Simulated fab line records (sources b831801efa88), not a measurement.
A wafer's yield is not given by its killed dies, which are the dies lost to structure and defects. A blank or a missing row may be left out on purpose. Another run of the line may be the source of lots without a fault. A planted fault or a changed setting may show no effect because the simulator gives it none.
Problem report, 8D (eight disciplines) form, completed by code ; flow sky130 ; the parts of the form that need people (team, actions taken, sign-off) are left out

1. THE ISSUE
Mean of killed_at_M4_up at SKY_PAD_OPEN_PROBE_99: 48.3 across 3 wafers in 2 lots; on wafers with no fault it is 3.3 (standard deviation 1.8). Measured from the usual mean, that is +25 standard deviations.
First observed at day 50 14:27: wafer L873.5, on prober-01. The record holds 8 wafers of 3 lots with a number at this step. Rule for "out", or "out of limits": more than 4 standard deviations from the usual mean. Any other wafer with a number is counted as sound.

2. WHAT IT IS, WHAT IT ISN'T
question;is;is not
which readings at this step;killed_at_M4_up;killed_at_M0_to_M3, killed at contacts, killed at other, killed open, killed short, sort_bin_6_memory
which lots;L873, L875;L872
which wafers of those lots;L873.5, L875.4, L875.6;L873.2, L873.3, L875.3
read on which tools;prober-01;prober-02
when;from day 50 14:27;"up to then (4 sound wafers); but 1 sound wafer of L875 came after"

3. THE SUSPECTS, EACH WITH WHAT RULES IT OUT
Counting: a tool at a process step up to the reading stays a suspect if it ran every lot that is out. Sound lots after the first of them don't rule it out here, since some wafers of a struck lot are sound.
- plasma asher-04 at SKY_METAL5_STRIP_16 (strips in O2/N2): kept. It ran every lot that is out, first L873 (day 48 22:58).
- pecvd-04 at SKY_PASSIVATION_CVD_00 (deposits SiO2, target thk 90 nm): kept. Every lot that is out went through it, the first being L873 (day 48 23:34); the last sound lot it ran before that was L872 (day 48 14:55).
- prober-01 at SKY_PAD_OPEN_PROBE_99: kept. It ran every lot that is out, first L873 (day 50 14:18). Its own killed_at_M4_up readings are out on those wafers.
- Within plasma asher-04 at SKY_METAL5_STRIP_16, the wafers that are out were processed in chamber 0 and their sound lot-mates in chamber 1.
The count leaves plasma asher-04 at SKY_METAL5_STRIP_16, pecvd-04 at SKY_PASSIVATION_CVD_00, and prober-01 at SKY_PAD_OPEN_PROBE_99.

4. THE CAUSE (what the simulator had put in)
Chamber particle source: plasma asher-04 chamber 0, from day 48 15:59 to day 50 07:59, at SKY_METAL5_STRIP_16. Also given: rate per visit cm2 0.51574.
After counting, 3 suspects remain, this tool included.

5. THE CHAIN OF EFFECTS, in route order
Rows list readings where the struck wafers' mean (over those with a number) sits beyond 3 standard deviations from the usual. Only readings whose record carries a usual standard deviation are examined. hours: median over the lots of the time between each lot's start at the first step of this table that gives one and its start at this step. sigmas: the change, counted in usual standard deviations.
hours;step;reading;usual;on struck wafers;change;sigmas
0;SKY_PAD_OPEN_PROBE_99;defect limited yield;82.1 %;74.9;-7.2;-4.0
0;SKY_PAD_OPEN_PROBE_99;killed_at_M4_up;3.3;48.3;+45.0;+25
0;SKY_PAD_OPEN_PROBE_99;killed dies;88;123;+35;+4.0
0;SKY_PAD_OPEN_PROBE_99;sort_bin_5_function;10.6 %;15.4;+4.8;+3.5
0;SKY_PAD_OPEN_PROBE_99;sort n pass;404;369;-35;-4.0
0;SKY_PAD_OPEN_PROBE_99;sort yield pct;82.1 %;74.9;-7.2;-4.0
Process steps it contains:
- SKY_PAD_OPEN_PROBE_99

6. WHAT WOULD HAVE CAUGHT IT SOONER
First out-of-limits reading in this record: day 50 14:27, which is 46 hours after fault onset at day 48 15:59.
An alarm limit of 4 standard deviations would not have fired on the tool readings at SKY_METAL5_STRIP_16 for which the record gives a usual standard deviation, since none of them was out on any struck wafer.
By day 50 14:27, every lot that is out (2) had started SKY_METAL5_STRIP_16 on plasma asher-04. Holding the tool at that point would not have protected any of them.
